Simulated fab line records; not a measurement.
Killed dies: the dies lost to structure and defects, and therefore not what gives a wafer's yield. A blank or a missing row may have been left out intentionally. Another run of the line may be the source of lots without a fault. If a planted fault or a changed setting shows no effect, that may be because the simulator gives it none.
fab line records / flow gf180mcu
[record] lots = 5 wafers = 23
route steps=602 shown TOP_METAL@570 PASSIVATION@594
startH: the number of hours between the record's first day and the start of the first shown wafer of the lot / waitH: time in hours since the lot's previous step / " the same as in the row above / L1.1+2: several wafers, shown together as one row / - value missing, or start not given / * or withheld: withheld / < > ~ a bound
route shown NAME@n: NAME is a module with steps in the file, n the number in the route of the first one / usual: mean/standard deviation of fault-free wafers / same: alike in all rows / chamber/n: place in a boat / sites: the reading at each site / _std_site: standard deviation of those values / _edge_site: the outer-site mean with the inner-site mean subtracted / radiusMm: for every site, how far away it sits from the centre of the wafer / mask NAME#n: copy n / behind: the most recent tool/chamber to have shaped the wafer / hold: what put the lot on hold/how long, in hours/how the hold closed / device: the transistor (n, p or np) that didn't switch / end of line: tests run on the same wafers once the route is complete / a step given without rows: its recipe and nothing more / killed: not the wafer's yield, but the dies lost to structure and defects at the first sort / map: a wafer's dies, x killed, . not, _ none there
set.NAME: the setting the step ran with; set.NAME@STEP: the setting that earlier step ran with / model.NAME: the simulator's own value behind a step, which no gauge read
lots with deliberately changed settings; one table per step, one row per wafer
[[steps]]
[step GF_TOP_METAL_SPUTTER_03]
[recipe] material = Ti targetThkNm = 5 substrateTempC = 300 chamberPressurePa = 0.3 powerW = 3000 timeS = 3.3
lot.wafer=L074.1 tool=pvdSputter-03 chamber=- startH=627.19 waitH=0.0 set.timeS=3.592 model.Ti_of_TOP_METAL_SPUTTER_03.thkNm=5.381
lot.wafer=L074.2 tool=pvdSputter-03 chamber=- startH=627.19 waitH=0.0 set.timeS=3.3 model.Ti_of_TOP_METAL_SPUTTER_03.thkNm=4.937
lot.wafer=L074.3 tool=pvdSputter-03 chamber=- startH=627.19 waitH=0.0 set.timeS=3.592 model.Ti_of_TOP_METAL_SPUTTER_03.thkNm=5.315
lot.wafer=L074.5 tool=pvdSputter-03 chamber=- startH=627.19 waitH=0.0 set.timeS=3.3 model.Ti_of_TOP_METAL_SPUTTER_03.thkNm=4.96
lot.wafer=L074.6 tool=pvdSputter-03 chamber=- startH=627.19 waitH=0.0 set.timeS=3.3 model.Ti_of_TOP_METAL_SPUTTER_03.thkNm=4.865
lot.wafer=L075.2 tool=pvdSputter-04 chamber=- startH=643.05 waitH=0.0 set.timeS=3.3 model.Ti_of_TOP_METAL_SPUTTER_03.thkNm=4.658
lot.wafer=L075.4 tool=pvdSputter-04 chamber=- startH=643.05 waitH=0.0 set.timeS=3.3 model.Ti_of_TOP_METAL_SPUTTER_03.thkNm=4.711
lot.wafer=L075.5 tool=pvdSputter-04 chamber=- startH=643.05 waitH=0.0 set.timeS=3.3 model.Ti_of_TOP_METAL_SPUTTER_03.thkNm=4.554
lot.wafer=L082.2 tool=pvdSputter-02 chamber=- startH=689.49 waitH=0.0 set.timeS=3.3 model.Ti_of_TOP_METAL_SPUTTER_03.thkNm=5.02
lot.wafer=L082.3 tool=pvdSputter-02 chamber=- startH=689.49 waitH=0.0 set.timeS=2.921 model.Ti_of_TOP_METAL_SPUTTER_03.thkNm=4.382
lot.wafer=L082.4 tool=pvdSputter-02 chamber=- startH=689.49 waitH=0.0 set.timeS=2.921 model.Ti_of_TOP_METAL_SPUTTER_03.thkNm=4.378
lot.wafer=L082.5 tool=pvdSputter-02 chamber=- startH=689.49 waitH=0.0 set.timeS=3.3 model.Ti_of_TOP_METAL_SPUTTER_03.thkNm=5.065
lot.wafer=L082.6 tool=pvdSputter-02 chamber=- startH=689.49 waitH=0.0 set.timeS=3.3 model.Ti_of_TOP_METAL_SPUTTER_03.thkNm=4.98
lot.wafer=L083.1 tool=pvdSputter-04 chamber=- startH=695.98 waitH=0.0 set.timeS=3.111 model.Ti_of_TOP_METAL_SPUTTER_03.thkNm=4.744
lot.wafer=L083.2 tool=pvdSputter-04 chamber=- startH=695.98 waitH=0.0 set.timeS=3.3 model.Ti_of_TOP_METAL_SPUTTER_03.thkNm=5.165
lot.wafer=L083.3 tool=pvdSputter-04 chamber=- startH=695.98 waitH=0.0 set.timeS=3.3 model.Ti_of_TOP_METAL_SPUTTER_03.thkNm=5.055
lot.wafer=L083.4 tool=pvdSputter-04 chamber=- startH=695.98 waitH=0.0 set.timeS=3.111 model.Ti_of_TOP_METAL_SPUTTER_03.thkNm=4.536
lot.wafer=L083.5 tool=pvdSputter-04 chamber=- startH=695.98 waitH=0.0 set.timeS=3.111 model.Ti_of_TOP_METAL_SPUTTER_03.thkNm=4.731
lot.wafer=L085.1 tool=pvdSputter-03 chamber=- startH=714.00 waitH=0.0 set.timeS=3.48 model.Ti_of_TOP_METAL_SPUTTER_03.thkNm=5.087
lot.wafer=L085.2 tool=pvdSputter-03 chamber=- startH=714.00 waitH=0.0 set.timeS=3.3 model.Ti_of_TOP_METAL_SPUTTER_03.thkNm=4.708
lot.wafer=L085.3 tool=pvdSputter-03 chamber=- startH=714.00 waitH=0.0 set.timeS=3.48 model.Ti_of_TOP_METAL_SPUTTER_03.thkNm=5.01
lot.wafer=L085.5 tool=pvdSputter-03 chamber=- startH=714.00 waitH=0.0 set.timeS=3.3 model.Ti_of_TOP_METAL_SPUTTER_03.thkNm=4.808
lot.wafer=L085.6 tool=pvdSputter-03 chamber=- startH=714.00 waitH=0.0 set.timeS=3.48 model.Ti_of_TOP_METAL_SPUTTER_03.thkNm=5.072
[step GF_TOP_METAL_COAT_09]
[recipe] resist = NOVOLAK spinRpm = 3000 resistThkNm = 1500
lot.wafer=L074.1+3 tool=lithoTrack-03 chamber=0 startH=636.78 waitH=0.1 set.spinRpm=3000 model.NOVOLAK_of_TOP_METAL_COAT_09.thkNm=-
lot.wafer=L074.2 tool=lithoTrack-03 chamber=0 startH=636.78 waitH=0.1 set.spinRpm=3222 model.NOVOLAK_of_TOP_METAL_COAT_09.thkNm=1453
lot.wafer=L074.5 tool=lithoTrack-03 chamber=0 startH=636.78 waitH=0.1 set.spinRpm=3000 model.NOVOLAK_of_TOP_METAL_COAT_09.thkNm=1499
lot.wafer=L074.6 tool=lithoTrack-03 chamber=0 startH=636.78 waitH=0.1 set.spinRpm=3222 model.NOVOLAK_of_TOP_METAL_COAT_09.thkNm=1452
lot.wafer=L075.2 tool=lithoTrack-01 chamber=0 startH=652.80 waitH=0.1 set.spinRpm=3000 model.NOVOLAK_of_TOP_METAL_COAT_09.thkNm=1500
lot.wafer=L075.4 tool=lithoTrack-01 chamber=0 startH=652.80 waitH=0.1 set.spinRpm=3000 model.NOVOLAK_of_TOP_METAL_COAT_09.thkNm=1502
lot.wafer=L075.5 tool=lithoTrack-01 chamber=0 startH=652.80 waitH=0.1 set.spinRpm=3000 model.NOVOLAK_of_TOP_METAL_COAT_09.thkNm=1503
lot.wafer=L082.2 tool=lithoTrack-04 chamber=0 startH=698.58 waitH=0.1 set.spinRpm=3000 model.NOVOLAK_of_TOP_METAL_COAT_09.thkNm=1506
lot.wafer=L082.3+4 tool=lithoTrack-04 chamber=0 startH=698.58 waitH=0.1 set.spinRpm=3000 model.NOVOLAK_of_TOP_METAL_COAT_09.thkNm=-
lot.wafer=L082.5 tool=lithoTrack-04 chamber=0 startH=698.58 waitH=0.1 set.spinRpm=3000 model.NOVOLAK_of_TOP_METAL_COAT_09.thkNm=1508
lot.wafer=L082.6 tool=lithoTrack-04 chamber=0 startH=698.58 waitH=0.1 set.spinRpm=3000 model.NOVOLAK_of_TOP_METAL_COAT_09.thkNm=1503
lot.wafer=L083.1+5 tool=lithoTrack-03 chamber=0 startH=705.48 waitH=0.1 set.spinRpm=3000 model.NOVOLAK_of_TOP_METAL_COAT_09.thkNm=-
lot.wafer=L083.2 tool=lithoTrack-03 chamber=0 startH=705.48 waitH=0.1 set.spinRpm=2828 model.NOVOLAK_of_TOP_METAL_COAT_09.thkNm=1539
lot.wafer=L083.3 tool=lithoTrack-03 chamber=0 startH=705.48 waitH=0.1 set.spinRpm=3000 model.NOVOLAK_of_TOP_METAL_COAT_09.thkNm=1494
lot.wafer=L083.4 tool=lithoTrack-03 chamber=0 startH=705.48 waitH=0.1 set.spinRpm=2828 model.NOVOLAK_of_TOP_METAL_COAT_09.thkNm=-
lot.wafer=L085.1 tool=lithoTrack-01 chamber=0 startH=722.78 waitH=0.1 set.spinRpm=3000 model.NOVOLAK_of_TOP_METAL_COAT_09.thkNm=-
lot.wafer=L085.2 tool=lithoTrack-01 chamber=0 startH=722.78 waitH=0.1 set.spinRpm=3000 model.NOVOLAK_of_TOP_METAL_COAT_09.thkNm=1507
lot.wafer=L085.3+6 tool=lithoTrack-01 chamber=0 startH=722.78 waitH=0.1 set.spinRpm=2807 model.NOVOLAK_of_TOP_METAL_COAT_09.thkNm=-
lot.wafer=L085.5 tool=lithoTrack-01 chamber=0 startH=722.78 waitH=0.1 set.spinRpm=2807 model.NOVOLAK_of_TOP_METAL_COAT_09.thkNm=1556
[step GF_TOP_METAL_SOFTBAKE_10]
[recipe] tempC = 90 timeS = 60 resist = NOVOLAK
[step GF_TOP_METAL_EXPOSE_11]
[recipe] maskId = MetalTop targetCdNm = 440 na = 0.6 sourceShape = conventional sigmaOuter = 0.6 doseMj = 170
[step GF_TOP_METAL_PEB_12]
[recipe] tempC = withheld timeS = * resist = NOVOLAK
[step GF_TOP_METAL_DEVELOP_13]
[recipe] developTimeS = 60 devTempC = 23
[step GF_TOP_METAL_CD_MEAS_14]
[recipe] targetCdNm = 440
[usual] cdNm = 439.9/2
lot.wafer=L074.1 tool=cdSem-02 chamber=- startH=646.53 waitH=0.1 set.spinRpm@TOP_METAL_COAT_09=3000 cdNm=437.8
lot.wafer=L074.2 tool=cdSem-02 chamber=- startH=646.53 waitH=0.1 set.spinRpm@TOP_METAL_COAT_09=3222 cdNm=434.1
lot.wafer=L074.3 tool=cdSem-02 chamber=- startH=646.53 waitH=0.1 set.spinRpm@TOP_METAL_COAT_09=3000 cdNm=437.3
lot.wafer=L074.5 tool=cdSem-02 chamber=- startH=646.53 waitH=0.1 set.spinRpm@TOP_METAL_COAT_09=3000 cdNm=437.1
lot.wafer=L074.6 tool=cdSem-02 chamber=- startH=646.53 waitH=0.1 set.spinRpm@TOP_METAL_COAT_09=3222 cdNm=433.9
lot.wafer=L075.2 tool=cdSem-01 chamber=- startH=662.65 waitH=0.1 set.spinRpm@TOP_METAL_COAT_09=3000 cdNm=438.6
lot.wafer=L075.4 tool=cdSem-01 chamber=- startH=662.65 waitH=0.1 set.spinRpm@TOP_METAL_COAT_09=3000 cdNm=440.1
lot.wafer=L075.5 tool=cdSem-01 chamber=- startH=662.65 waitH=0.1 set.spinRpm@TOP_METAL_COAT_09=3000 cdNm=438.8
lot.wafer=L082.2 tool=cdSem-01 chamber=- startH=707.90 waitH=0.1 set.spinRpm@TOP_METAL_COAT_09=3000 cdNm=436.1
lot.wafer=L082.3 tool=cdSem-01 chamber=- startH=707.90 waitH=0.1 set.spinRpm@TOP_METAL_COAT_09=3000 cdNm=436.1
lot.wafer=L082.4 tool=cdSem-01 chamber=- startH=707.90 waitH=0.1 set.spinRpm@TOP_METAL_COAT_09=3000 cdNm=437.2
lot.wafer=L082.5 tool=cdSem-01 chamber=- startH=707.90 waitH=0.1 set.spinRpm@TOP_METAL_COAT_09=3000 cdNm=435.2
lot.wafer=L082.6 tool=cdSem-01 chamber=- startH=707.90 waitH=0.1 set.spinRpm@TOP_METAL_COAT_09=3000 cdNm=435.7
lot.wafer=L083.1 tool=cdSem-01 chamber=- startH=714.63 waitH=0.1 set.spinRpm@TOP_METAL_COAT_09=3000 cdNm=441.0
lot.wafer=L083.2 tool=cdSem-01 chamber=- startH=714.63 waitH=0.1 set.spinRpm@TOP_METAL_COAT_09=2828 cdNm=444.0
lot.wafer=L083.3 tool=cdSem-01 chamber=- startH=714.63 waitH=0.1 set.spinRpm@TOP_METAL_COAT_09=3000 cdNm=440.2
lot.wafer=L083.4 tool=cdSem-01 chamber=- startH=714.63 waitH=0.1 set.spinRpm@TOP_METAL_COAT_09=2828 cdNm=444.5
lot.wafer=L083.5 tool=cdSem-01 chamber=- startH=714.63 waitH=0.1 set.spinRpm@TOP_METAL_COAT_09=3000 cdNm=441.2
lot.wafer=L085.1 tool=cdSem-02 chamber=- startH=732.18 waitH=0.1 set.spinRpm@TOP_METAL_COAT_09=3000 cdNm=438.5
lot.wafer=L085.2 tool=cdSem-02 chamber=- startH=732.18 waitH=0.1 set.spinRpm@TOP_METAL_COAT_09=3000 cdNm=440.5
lot.wafer=L085.3 tool=cdSem-02 chamber=- startH=732.18 waitH=0.1 set.spinRpm@TOP_METAL_COAT_09=2807 cdNm=444.3
lot.wafer=L085.5 tool=cdSem-02 chamber=- startH=732.18 waitH=0.1 set.spinRpm@TOP_METAL_COAT_09=2807 cdNm=444.0
lot.wafer=L085.6 tool=cdSem-02 chamber=- startH=732.18 waitH=0.1 set.spinRpm@TOP_METAL_COAT_09=2807 cdNm=442.1
[step GF_TOP_METAL_METAL_ETCH_16]
[recipe] chemistry = Cl2/BCl3 maskMaterial = NOVOLAK targetDepthNm = 1077.5 stopOn = SiO2 pressureMtorr = 8 icpW = 800 biasW = 140 Cl2_flow_sccm = 80 bcl3FlowSccm = 40 timeS = 179.6
lot.wafer=L074.1+3 tool=rieMetal-03 chamber=1 startH=646.69 waitH=0.0 set.spinRpm@TOP_METAL_COAT_09=3000 model.NOVOLAK_of_TOP_METAL_COAT_09.thkNm=-
lot.wafer=L074.2 tool=rieMetal-03 chamber=0 startH=646.69 waitH=0.0 set.spinRpm@TOP_METAL_COAT_09=3222 model.NOVOLAK_of_TOP_METAL_COAT_09.thkNm=1021
lot.wafer=L074.5 tool=rieMetal-03 chamber=0 startH=646.69 waitH=0.0 set.spinRpm@TOP_METAL_COAT_09=3000 model.NOVOLAK_of_TOP_METAL_COAT_09.thkNm=1066
lot.wafer=L074.6 tool=rieMetal-03 chamber=1 startH=646.69 waitH=0.0 set.spinRpm@TOP_METAL_COAT_09=3222 model.NOVOLAK_of_TOP_METAL_COAT_09.thkNm=1010
lot.wafer=L075.2 tool=rieMetal-03 chamber=0 startH=662.78 waitH=0.0 set.spinRpm@TOP_METAL_COAT_09=3000 model.NOVOLAK_of_TOP_METAL_COAT_09.thkNm=1068
lot.wafer=L075.4 tool=rieMetal-03 chamber=1 startH=662.78 waitH=0.0 set.spinRpm@TOP_METAL_COAT_09=3000 model.NOVOLAK_of_TOP_METAL_COAT_09.thkNm=1062
lot.wafer=L075.5 tool=rieMetal-03 chamber=0 startH=662.78 waitH=0.0 set.spinRpm@TOP_METAL_COAT_09=3000 model.NOVOLAK_of_TOP_METAL_COAT_09.thkNm=1069
lot.wafer=L082.2+5 tool=rieMetal-02 chamber=0 startH=708.03 waitH=0.0 set.spinRpm@TOP_METAL_COAT_09=3000 model.NOVOLAK_of_TOP_METAL_COAT_09.thkNm=1083
lot.wafer=L082.3+4 tool=rieMetal-02 chamber=1,0 startH=708.03 waitH=0.0 set.spinRpm@TOP_METAL_COAT_09=3000 model.NOVOLAK_of_TOP_METAL_COAT_09.thkNm=-
lot.wafer=L082.6 tool=rieMetal-02 chamber=1 startH=708.03 waitH=0.0 set.spinRpm@TOP_METAL_COAT_09=3000 model.NOVOLAK_of_TOP_METAL_COAT_09.thkNm=1075
lot.wafer=L083.1+5 tool=rieMetal-01 chamber=1,0 startH=714.78 waitH=0.0 set.spinRpm@TOP_METAL_COAT_09=3000 model.NOVOLAK_of_TOP_METAL_COAT_09.thkNm=-
lot.wafer=L083.2 tool=rieMetal-01 chamber=0 startH=714.78 waitH=0.0 set.spinRpm@TOP_METAL_COAT_09=2828 model.NOVOLAK_of_TOP_METAL_COAT_09.thkNm=1104
lot.wafer=L083.3 tool=rieMetal-01 chamber=1 startH=714.78 waitH=0.0 set.spinRpm@TOP_METAL_COAT_09=3000 model.NOVOLAK_of_TOP_METAL_COAT_09.thkNm=1068
lot.wafer=L083.4 tool=rieMetal-01 chamber=0 startH=714.78 waitH=0.0 set.spinRpm@TOP_METAL_COAT_09=2828 model.NOVOLAK_of_TOP_METAL_COAT_09.thkNm=-
lot.wafer=L085.1 tool=rieMetal-01 chamber=0 startH=732.33 waitH=0.0 set.spinRpm@TOP_METAL_COAT_09=3000 model.NOVOLAK_of_TOP_METAL_COAT_09.thkNm=-
lot.wafer=L085.2 tool=rieMetal-01 chamber=1 startH=732.33 waitH=0.0 set.spinRpm@TOP_METAL_COAT_09=3000 model.NOVOLAK_of_TOP_METAL_COAT_09.thkNm=1080
lot.wafer=L085.3+6 tool=rieMetal-01 chamber=1,0 startH=732.33 waitH=0.0 set.spinRpm@TOP_METAL_COAT_09=2807 model.NOVOLAK_of_TOP_METAL_COAT_09.thkNm=-
lot.wafer=L085.5 tool=rieMetal-01 chamber=1 startH=732.33 waitH=0.0 set.spinRpm@TOP_METAL_COAT_09=2807 model.NOVOLAK_of_TOP_METAL_COAT_09.thkNm=1126
[step GF_TOP_METAL_STRIP_17]
[recipe] chemistry = O2/N2 powerW = 1400 pressureMtorr = 1500 platenTempC = 250 o2FlowSccm = 3000 n2FlowSccm = 300 overashFraction = 0.5
[usual] stripTimeToEndpointS = 13.46/0.11
lot.wafer=L074.1 tool=plasmaAsher-03 chamber=1 startH=646.86 waitH=0.1 set.spinRpm@TOP_METAL_COAT_09=3000 stripTimeToEndpointS=13.31
lot.wafer=L074.2 tool=plasmaAsher-03 chamber=0 startH=646.86 waitH=0.1 set.spinRpm@TOP_METAL_COAT_09=3222 stripTimeToEndpointS=12.91
lot.wafer=L074.3 tool=plasmaAsher-03 chamber=0 startH=646.86 waitH=0.1 set.spinRpm@TOP_METAL_COAT_09=3000 stripTimeToEndpointS=13.34
lot.wafer=L074.5 tool=plasmaAsher-03 chamber=1 startH=646.86 waitH=0.1 set.spinRpm@TOP_METAL_COAT_09=3000 stripTimeToEndpointS=13.40
lot.wafer=L074.6 tool=plasmaAsher-03 chamber=0 startH=646.86 waitH=0.1 set.spinRpm@TOP_METAL_COAT_09=3222 stripTimeToEndpointS=12.78
lot.wafer=L075.2 tool=plasmaAsher-02 chamber=1 startH=662.96 waitH=0.1 set.spinRpm@TOP_METAL_COAT_09=3000 stripTimeToEndpointS=13.43
lot.wafer=L075.4 tool=plasmaAsher-02 chamber=0 startH=662.96 waitH=0.1 set.spinRpm@TOP_METAL_COAT_09=3000 stripTimeToEndpointS=13.35
lot.wafer=L075.5 tool=plasmaAsher-02 chamber=0 startH=662.96 waitH=0.1 set.spinRpm@TOP_METAL_COAT_09=3000 stripTimeToEndpointS=13.44
lot.wafer=L082.2 tool=plasmaAsher-02 chamber=1 startH=708.21 waitH=0.1 set.spinRpm@TOP_METAL_COAT_09=3000 stripTimeToEndpointS=13.60
lot.wafer=L082.3 tool=plasmaAsher-02 chamber=0 startH=708.21 waitH=0.1 set.spinRpm@TOP_METAL_COAT_09=3000 stripTimeToEndpointS=13.59
lot.wafer=L082.4 tool=plasmaAsher-02 chamber=1 startH=708.21 waitH=0.1 set.spinRpm@TOP_METAL_COAT_09=3000 stripTimeToEndpointS=13.65
lot.wafer=L082.5 tool=plasmaAsher-02 chamber=0 startH=708.21 waitH=0.1 set.spinRpm@TOP_METAL_COAT_09=3000 stripTimeToEndpointS=13.61
lot.wafer=L082.6 tool=plasmaAsher-02 chamber=1 startH=708.21 waitH=0.1 set.spinRpm@TOP_METAL_COAT_09=3000 stripTimeToEndpointS=13.53
lot.wafer=L083.1 tool=plasmaAsher-01 chamber=1 startH=714.96 waitH=0.1 set.spinRpm@TOP_METAL_COAT_09=3000 stripTimeToEndpointS=13.50
lot.wafer=L083.2 tool=plasmaAsher-01 chamber=0 startH=714.96 waitH=0.1 set.spinRpm@TOP_METAL_COAT_09=2828 stripTimeToEndpointS=13.86
lot.wafer=L083.3 tool=plasmaAsher-01 chamber=1 startH=714.96 waitH=0.1 set.spinRpm@TOP_METAL_COAT_09=3000 stripTimeToEndpointS=13.45
lot.wafer=L083.4 tool=plasmaAsher-01 chamber=0 startH=714.96 waitH=0.1 set.spinRpm@TOP_METAL_COAT_09=2828 stripTimeToEndpointS=13.89
lot.wafer=L083.5 tool=plasmaAsher-01 chamber=0 startH=714.96 waitH=0.1 set.spinRpm@TOP_METAL_COAT_09=3000 stripTimeToEndpointS=13.32
lot.wafer=L085.1 tool=plasmaAsher-03 chamber=1 startH=732.51 waitH=0.1 set.spinRpm@TOP_METAL_COAT_09=3000 stripTimeToEndpointS=13.35
lot.wafer=L085.2 tool=plasmaAsher-03 chamber=0 startH=732.51 waitH=0.1 set.spinRpm@TOP_METAL_COAT_09=3000 stripTimeToEndpointS=13.57
lot.wafer=L085.3 tool=plasmaAsher-03 chamber=1 startH=732.51 waitH=0.1 set.spinRpm@TOP_METAL_COAT_09=2807 stripTimeToEndpointS=14.17
lot.wafer=L085.5 tool=plasmaAsher-03 chamber=0 startH=732.51 waitH=0.1 set.spinRpm@TOP_METAL_COAT_09=2807 stripTimeToEndpointS=14.11
lot.wafer=L085.6 tool=plasmaAsher-03 chamber=1 startH=732.51 waitH=0.1 set.spinRpm@TOP_METAL_COAT_09=2807 stripTimeToEndpointS=13.97
[step GF_PASSIVATION_SOFTBAKE_07]
[recipe] tempC = 110 timeS = withheld
lot.wafer=L074.1+2+3 tool=lithoTrack-02 chamber=0 startH=657.41 waitH=0.1 set.tempC=110
lot.wafer=L074.5+6 tool=lithoTrack-02 chamber=0 startH=657.41 waitH=0.1 set.tempC=107
lot.wafer=L075.2+4+5 tool=lithoTrack-02 chamber=0 startH=673.34 waitH=0.1 set.tempC=110
lot.wafer=L082.2+4+5 tool=lithoTrack-02 chamber=0 startH=717.79 waitH=0.1 set.tempC=113.7
lot.wafer=L082.3+6 tool=lithoTrack-02 chamber=0 startH=717.79 waitH=0.1 set.tempC=110
lot.wafer=L083.1+3+4 tool=lithoTrack-01 chamber=0 startH=724.43 waitH=0.1 set.tempC=113.4
lot.wafer=L083.2+5 tool=lithoTrack-01 chamber=0 startH=724.43 waitH=0.1 set.tempC=110
lot.wafer=L085.1+2+3+5+6 tool=lithoTrack-04 chamber=0 startH=741.66 waitH=0.1 set.tempC=110
[step GF_PASSIVATION_ETCH_11]
[recipe] chemistry = CF4/O2 targetDepthNm = 1800 stopOn = TiN sourceW = 800 biasW = 150 pressureMtorr = 150 cf4FlowSccm = 80 O2_flow_sccm = 10 timeS = 400
lot.wafer=L074.1+2+5 tool=rieDiel-02 chamber=1,0,3 startH=667.21 waitH=- set.timeS=400
lot.wafer=L074.3+6 tool=rieDiel-02 chamber=2,0 startH=667.21 waitH=- set.timeS=372.8
lot.wafer=L075.2+4+5 tool=rieDiel-02 chamber=0,3,2 startH=682.31 waitH=- set.timeS=400
lot.wafer=L082.2+3+5 tool=rieDiel-03 chamber=2,0,1 startH=726.81 waitH=- set.timeS=437.9
lot.wafer=L082.4+6 tool=rieDiel-03 chamber=3,0 startH=726.81 waitH=- set.timeS=400
lot.wafer=L083.1+4 tool=rieDiel-04 chamber=1,0 startH=733.41 waitH=- set.timeS=449.9
lot.wafer=L083.2+3+5 tool=rieDiel-04 chamber=3,2,1 startH=733.41 waitH=- set.timeS=400
lot.wafer=L085.1+6 tool=rieDiel-04 chamber=3,0 startH=750.43 waitH=- set.timeS=422
lot.wafer=L085.2+3+5 tool=rieDiel-04 chamber=1,0,3 startH=750.43 waitH=- set.timeS=400
[step GF_PASSIVATION_STRIP_12]
[recipe] chemistry = O2/N2 powerW = 1400 pressureMtorr = 1500 platenTempC = 250 o2FlowSccm = 3000 n2FlowSccm = 300 overashFraction = 0.5
[usual] stripTimeToEndpointS = 34.80/0.22
lot.wafer=L074.1 tool=plasmaAsher-01 chamber=1 startH=667.45 waitH=0.1 set.tempC@PASSIVATION_SOFTBAKE_07=110 set.timeS@PASSIVATION_ETCH_11=400 stripTimeToEndpointS=34.86
lot.wafer=L074.2 tool=plasmaAsher-01 chamber=0 startH=667.45 waitH=0.1 set.tempC@PASSIVATION_SOFTBAKE_07=110 set.timeS@PASSIVATION_ETCH_11=400 stripTimeToEndpointS=34.95
lot.wafer=L074.3 tool=plasmaAsher-01 chamber=0 startH=667.45 waitH=0.1 set.tempC@PASSIVATION_SOFTBAKE_07=110 set.timeS@PASSIVATION_ETCH_11=372.8 stripTimeToEndpointS=35.84
lot.wafer=L074.5 tool=plasmaAsher-01 chamber=0 startH=667.45 waitH=0.1 set.tempC@PASSIVATION_SOFTBAKE_07=107 set.timeS@PASSIVATION_ETCH_11=400 stripTimeToEndpointS=35.46
lot.wafer=L074.6 tool=plasmaAsher-01 chamber=1 startH=667.45 waitH=0.1 set.tempC@PASSIVATION_SOFTBAKE_07=107 set.timeS@PASSIVATION_ETCH_11=372.8 stripTimeToEndpointS=36.20
lot.wafer=L075.2 tool=plasmaAsher-02 chamber=1 startH=682.55 waitH=0.1 set.tempC@PASSIVATION_SOFTBAKE_07=110 set.timeS@PASSIVATION_ETCH_11=400 stripTimeToEndpointS=34.81
lot.wafer=L075.4 tool=plasmaAsher-02 chamber=0 startH=682.55 waitH=0.1 set.tempC@PASSIVATION_SOFTBAKE_07=110 set.timeS@PASSIVATION_ETCH_11=400 stripTimeToEndpointS=34.92
lot.wafer=L075.5 tool=plasmaAsher-02 chamber=1 startH=682.55 waitH=0.1 set.tempC@PASSIVATION_SOFTBAKE_07=110 set.timeS@PASSIVATION_ETCH_11=400 stripTimeToEndpointS=34.56
lot.wafer=L082.2 tool=plasmaAsher-04 chamber=1 startH=727.04 waitH=0.1 set.tempC@PASSIVATION_SOFTBAKE_07=113.7 set.timeS@PASSIVATION_ETCH_11=437.9 stripTimeToEndpointS=33.19
lot.wafer=L082.3 tool=plasmaAsher-04 chamber=1 startH=727.04 waitH=0.1 set.tempC@PASSIVATION_SOFTBAKE_07=110 set.timeS@PASSIVATION_ETCH_11=437.9 stripTimeToEndpointS=33.64
lot.wafer=L082.4 tool=plasmaAsher-04 chamber=0 startH=727.04 waitH=0.1 set.tempC@PASSIVATION_SOFTBAKE_07=113.7 set.timeS@PASSIVATION_ETCH_11=400 stripTimeToEndpointS=34.50
lot.wafer=L082.5 tool=plasmaAsher-04 chamber=1 startH=727.04 waitH=0.1 set.tempC@PASSIVATION_SOFTBAKE_07=113.7 set.timeS@PASSIVATION_ETCH_11=437.9 stripTimeToEndpointS=33.01
lot.wafer=L082.6 tool=plasmaAsher-04 chamber=0 startH=727.04 waitH=0.1 set.tempC@PASSIVATION_SOFTBAKE_07=110 set.timeS@PASSIVATION_ETCH_11=400 stripTimeToEndpointS=35.00
lot.wafer=L083.1 tool=plasmaAsher-04 chamber=0 startH=733.65 waitH=0.1 set.tempC@PASSIVATION_SOFTBAKE_07=113.4 set.timeS@PASSIVATION_ETCH_11=449.9 stripTimeToEndpointS=32.59
lot.wafer=L083.2 tool=plasmaAsher-04 chamber=1 startH=733.65 waitH=0.1 set.tempC@PASSIVATION_SOFTBAKE_07=110 set.timeS@PASSIVATION_ETCH_11=400 stripTimeToEndpointS=35.16
lot.wafer=L083.3 tool=plasmaAsher-04 chamber=0 startH=733.65 waitH=0.1 set.tempC@PASSIVATION_SOFTBAKE_07=113.4 set.timeS@PASSIVATION_ETCH_11=400 stripTimeToEndpointS=34.22
lot.wafer=L083.4 tool=plasmaAsher-04 chamber=1 startH=733.65 waitH=0.1 set.tempC@PASSIVATION_SOFTBAKE_07=113.4 set.timeS@PASSIVATION_ETCH_11=449.9 stripTimeToEndpointS=32.76
lot.wafer=L083.5 tool=plasmaAsher-04 chamber=1 startH=733.65 waitH=0.1 set.tempC@PASSIVATION_SOFTBAKE_07=110 set.timeS@PASSIVATION_ETCH_11=400 stripTimeToEndpointS=34.91
lot.wafer=L085.1 tool=plasmaAsher-04 chamber=1 startH=750.67 waitH=0.1 set.tempC@PASSIVATION_SOFTBAKE_07=110 set.timeS@PASSIVATION_ETCH_11=422 stripTimeToEndpointS=33.93
lot.wafer=L085.2 tool=plasmaAsher-04 chamber=0 startH=750.67 waitH=0.1 set.tempC@PASSIVATION_SOFTBAKE_07=110 set.timeS@PASSIVATION_ETCH_11=400 stripTimeToEndpointS=34.73
lot.wafer=L085.3 tool=plasmaAsher-04 chamber=1 startH=750.67 waitH=0.1 set.tempC@PASSIVATION_SOFTBAKE_07=110 set.timeS@PASSIVATION_ETCH_11=400 stripTimeToEndpointS=34.67
lot.wafer=L085.5 tool=plasmaAsher-04 chamber=1 startH=750.67 waitH=0.1 set.tempC@PASSIVATION_SOFTBAKE_07=110 set.timeS@PASSIVATION_ETCH_11=400 stripTimeToEndpointS=34.59
lot.wafer=L085.6 tool=plasmaAsher-04 chamber=0 startH=750.67 waitH=0.1 set.tempC@PASSIVATION_SOFTBAKE_07=110 set.timeS@PASSIVATION_ETCH_11=422 stripTimeToEndpointS=33.79
[[key]]
[split] step = GF_TOP_METAL_SPUTTER_03 setting = timeS stated = 3.3 by = wafer
[response] step = GF_TOP_METAL_SPUTTER_03 reading = model.Ti_of_TOP_METAL_SPUTTER_03.thkNm change = +0.0561 per = 1% r = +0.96
[split] step = GF_TOP_METAL_COAT_09 setting = spinRpm stated = 3000 by = wafer
[response] step = GF_TOP_METAL_COAT_09 reading = model.NOVOLAK_of_TOP_METAL_COAT_09.thkNm change = -7.01 per = 1% r = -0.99
[response] step = GF_TOP_METAL_CD_MEAS_14 reading = cdNm change = -0.545 per = 1% r = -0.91
[response] step = GF_TOP_METAL_METAL_ETCH_16 reading = model.NOVOLAK_of_TOP_METAL_COAT_09.thkNm change = -6.74 per = 1% r = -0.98
[response] step = GF_TOP_METAL_STRIP_17 reading = stripTimeToEndpointS change = * per = 1% r = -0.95
[split] step = GF_PASSIVATION_SOFTBAKE_07 setting = tempC stated = 110 by = wafer
[response] step = GF_PASSIVATION_STRIP_12 reading = stripTimeToEndpointS slope = * per = 1% togetherWith = timeS@PASSIVATION_ETCH_11 explained = 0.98
[split] step = GF_PASSIVATION_ETCH_11 setting = timeS stated = 400 by = wafer
[response] step = GF_PASSIVATION_STRIP_12 reading = stripTimeToEndpointS change = * per = 1% r = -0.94
